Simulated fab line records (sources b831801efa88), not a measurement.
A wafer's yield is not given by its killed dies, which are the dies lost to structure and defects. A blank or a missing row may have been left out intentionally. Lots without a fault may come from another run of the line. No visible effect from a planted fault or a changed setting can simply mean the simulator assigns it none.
One fault seen from 2 desks | flow gf180mcu | only its own numbers are on each desk; what lay behind them is given at the end

## AT THE METROLOGY DESK
Lot by lot, what the gauges showed, no matter which tool ran the lot: averages of those sampled wafers that carry a number. Any lot whose mean is over 4 standard deviations away from the usual mean is out of limits and marked OUT; that distance is given in the brackets.
Columns: A = V2_OVL at GF_V2_OVL_MEAS_15, usual -5 nm; B = V3_CVD_02_THK at GF_V3_THK_MEAS_03, usual 850 nm
lot  | first seen here | A   | B
L151 | day 20 12:37    | -6  | 847
L152 | day 21 02:15    | -11 | 847
L158 | day 23 07:21    | -4  | 1486 (+58) OUT
L161 | day 24 02:18    | -9  | 1486 (+58) OUT
L163 | day 24 20:54    | -3  | 849
L164 | day 24 23:25    | -4  | 850
L166 | day 25 16:12    | -5  | 858
L167 | day 26 03:16    | 0   | 848
L168 | day 26 09:48    | -4  | 847
L172 | day 27 05:31    | -4  | 844
L173 | day 27 08:48    | 2   | 854
L174 | day 27 10:25    | -1  | 845
This desk reports L158, L161 out of limits; the earliest was L158 at day 24 08:35 (V3_CVD_02_THK at GF_V3_THK_MEAS_03). Within limits: L151, L152, L163, L164, L166, L167, L168, L172, L173, L174.

## FOR THE TOOL OWNER'S DESK: pecvd-04
The tool's own readings at GF_V3_CVD_02 (deposits SiO2 from TEOS, target thk 850 nm, time 94.851 s): means of the sampled wafers that have a number, for each lot that ran on this tool. Any lot whose mean is over 4 standard deviations away from the usual mean is out of limits and marked OUT; that distance is given in the brackets.
Columns: A = heater power outer w at GF_V3_CVD_02, usual 402 W; B = heater power w at GF_V3_CVD_02, usual 694 W; C = susceptor temp C at GF_V3_CVD_02, usual 400.00 C
lot  | first seen here | A   | B   | C
L152 | day 22 04:16    | 415 | 696 | 400.01
L158 | day 24 08:31    | 410 | 703 | 400.00
L161 | day 25 03:18    | 456 | 771 | 399.99
L173 | day 28 07:14    | 403 | 717 | 399.78
L174 | day 28 09:09    | 383 | 666 | 400.42
Result from this desk: across the 5 lots, nothing is out of limits.

## BROUGHT TOGETHER
On L158, L161, the metrology desk was in a position to raise an alarm at day 24 08:35.
Nothing out of limits was seen by the tool owner's desk.
Tool owner's desk: L158, L161 on record, inside its limits.
The lots listed all ran GF_V3_CVD_02 on pecvd-04.

## WHAT THE SIMULATOR HAD PUT IN
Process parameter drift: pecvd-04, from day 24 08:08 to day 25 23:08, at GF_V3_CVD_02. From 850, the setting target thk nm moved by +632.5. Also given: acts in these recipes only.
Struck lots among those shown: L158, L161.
Time in hours between the start of the fault and the first out-of-limits reading at each desk: metrology desk, 0.
